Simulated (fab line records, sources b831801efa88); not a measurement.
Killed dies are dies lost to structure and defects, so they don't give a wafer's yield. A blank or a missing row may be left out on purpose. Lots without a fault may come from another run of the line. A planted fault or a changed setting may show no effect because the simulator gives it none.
Which tool did it? | flow sky130 | 15 lots, 45 wafers sampled, at 1 step of a route of 708

WHAT THE GAUGES READ, wafer by wafer
SKY_VIA1_OVL_MEAS_13. Usual: VIA1_OVL -2 nm, standard deviation 4.4.
lot  | measured     | on         | VIA1_OVL (nm) | flag
L757 | day 36 07:41 | overlay-02 | -5 -3 -1      |
L760 | day 36 08:38 | overlay-02 | 4 0 2         |
L759 | day 36 09:47 | overlay-02 | 5 -3 -2       |
L761 | day 36 14:41 | overlay-02 | -3 3 2        |
L762 | day 38 00:36 | overlay-01 | -7 -7 -7      |
L763 | day 38 00:57 | overlay-01 | 1 -4 -4       |
L765 | day 38 02:51 | overlay-01 | 3 1 2         |
L764 | day 38 05:32 | overlay-01 | -1 2 -4       |
L766 | day 38 06:11 | overlay-02 | 3 0 -1        |
L770 | day 39 01:18 | overlay-01 | 4 -1 -1       |
L771 | day 39 09:17 | overlay-01 | -4 0 -1       |
L773 | day 39 21:31 | overlay-01 | 8 2 4         |
L772 | day 40 01:20 | overlay-01 | -2 1 7        |
L774 | day 40 02:06 | overlay-02 | 2 3 -4        |
L776 | day 40 17:56 | overlay-02 | -1 -10 -2     |

WHICH TOOL RAN EACH LOT (tool, then ch and the chambers of the sampled wafers, then the start)
The record holds no process step before these readings.

WHAT THE TOOLS THEMSELVES READ (means of the sampled wafers that have a number; where no wafer has one, the mark that the record gives instead)
The record holds no such reading with a usual standard deviation.

THE ANSWER, worked out from the rows above alone
Rule: a lot is off if the mean of its wafers that have a number lies more than 3 standard deviations from the usual mean. A lot without any number at a reading at which 4 lots or more have one is off too. The other lots that the step has rows for count as sound. The gauges are gone through in route order, then the tools' own readings, and for those a lot's mean is taken as printed above. The first step at which some lot is off is used, and at that step the reading that is off furthest; a lot without a number counts as furthest.
No lot is off at any reading shown: from this, nothing can be told.

WHAT THE SIMULATOR HAD PUT IN
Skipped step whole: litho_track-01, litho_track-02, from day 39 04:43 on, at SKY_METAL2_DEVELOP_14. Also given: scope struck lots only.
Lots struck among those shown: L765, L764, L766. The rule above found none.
